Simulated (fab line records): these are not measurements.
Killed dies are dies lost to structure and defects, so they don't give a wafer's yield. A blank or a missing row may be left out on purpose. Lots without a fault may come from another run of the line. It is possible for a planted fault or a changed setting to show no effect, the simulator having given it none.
8D (eight disciplines) problem report, filled in by code :: flow sfqLine :: the parts of the form that need people (team, actions taken, sign-off) are left out

## 1. THE ISSUE
Mean M2_NB_RS at SFQ_M2_RS_MEAS_914: 1.125 ohm/sq over 6 wafers in 2 lots; fault-free wafers: 0.892 ohm/sq, standard deviation 0.009. That puts it +26 standard deviations away from the usual mean.
The step: measures by four-point-probe.
The first sign was on wafer L660.1 at day 32 18:31, on filmMetro-03. The record has a number at this step for 42 wafers belonging to 14 lots. By rule, "out" or "out of limits" means more than 4 standard deviations away from the usual mean. The other wafers with a number count as sound.

## 2. WHAT THIS IS AND IS NOT
question: which readings at this step
is: M2_NB_RS
is not: -

question: which lots
is: L660, L662
is not: L647, L648, L649, L651, L653, L654, L656, L658, L665, L666, L667, L670

question: which wafers of those lots
is: all that have a number
is not: -

question: read on which gauges
is: filmMetro-01, filmMetro-03
is not: filmMetro-02

question: when
is: from day 32 18:31
is not: up to then (24 sound wafers); but 12 sound wafers of L665, L666, L667, L670 came after

## 3. THE SUSPECTS, EACH WITH WHAT RULES IT OUT
Counting: a tool stays on the suspect list if, at a process step up to the reading, it processed all lots that are out and no sound lot following the first of them.
- the gauge at SFQ_M2_RS_MEAS_914: ruled out. Those wafers that are out were read across 2 gauges (filmMetro-01, filmMetro-03).
- pvdSputter-03 at SFQ_TRILAYER_M2_DEP_SPUTTER_055 (material Nb, target thk 200 nm, time 133.3 s): kept. It processed each lot that is out, first L660 at day 32 18:25, and no sound lot thereafter; up to then, the last sound lot it processed was L658 at day 32 13:37. Out on those wafers are its own readings of cathodeDcPowerW.
The count leaves pvdSputter-03 at SFQ_TRILAYER_M2_DEP_SPUTTER_055.

## 4. THE CAUSE (what the simulator had put in)
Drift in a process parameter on pvdSputter-03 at SFQ_TRILAYER_M2_DEP_SPUTTER_055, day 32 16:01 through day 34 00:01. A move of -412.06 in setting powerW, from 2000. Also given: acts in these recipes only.
This tool alone remained once counting was done.

## 5. THE CHAIN OF EFFECTS, in route order
One row per reading whose mean, taken over the struck wafers that have a number, lies over 3 standard deviations from the usual. Readings are gone through only where the record gives a usual standard deviation; hours: the median, over the lots, of the time from a lot's start at the first step in this table giving one to that lot's start at this step; sigmas: the change measured in usual standard deviations.
hours: 0
step: SFQ_TRILAYER_M2_DEP_SPUTTER_055
reading: cathodeDcPowerW
usual: 2000.0 W
on struck wafers: 1587.8
change: -412.2
sigmas: -99 or more

hours: 0
step: SFQ_M2_RS_MEAS_914
reading: M2_NB_RS
usual: 0.892 ohm/sq
on struck wafers: 1.125
change: +0.233
sigmas: +26

hours: 140
step: SFQ_TRILAYER_M2_ETCH_METAL_ETCH_060
reading: oesProductAu
usual: 0.893 a.u.
on struck wafers: 0.785
change: -0.108
sigmas: -16
Process steps it contains:
- SFQ_TRILAYER_M2_DEP_SPUTTER_055: material Nb, target thk 200 nm, time 133.3 s.
- SFQ_TRILAYER_M2_ETCH_METAL_ETCH_060: etches Nb in Cl2/Ar, stops on SiO2, target depth 240 nm, time 120 s.
Later measuring or inspecting steps at which every struck wafer that the step has a row for has a number for every such reading, and none has moved that far: SFQ_I3_OVL_MEAS_923.

## 6. WHAT WOULD HAVE CAUGHT IT SOONER
2 hours passed between the start of the fault at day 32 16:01 and the first reading out of limits at a measuring or inspecting step in this record, taken at day 32 18:31.
The tool's own readings at SFQ_TRILAYER_M2_DEP_SPUTTER_055 were out on every struck wafer that the step has a row for (cathodeDcPowerW): an alarm limit on them would have fired on the first of those.
Of the lots that are out (2), L662 began SFQ_TRILAYER_M2_DEP_SPUTTER_055 on pvdSputter-03 after day 32 18:31. Putting the tool on hold at that point would have spared it.
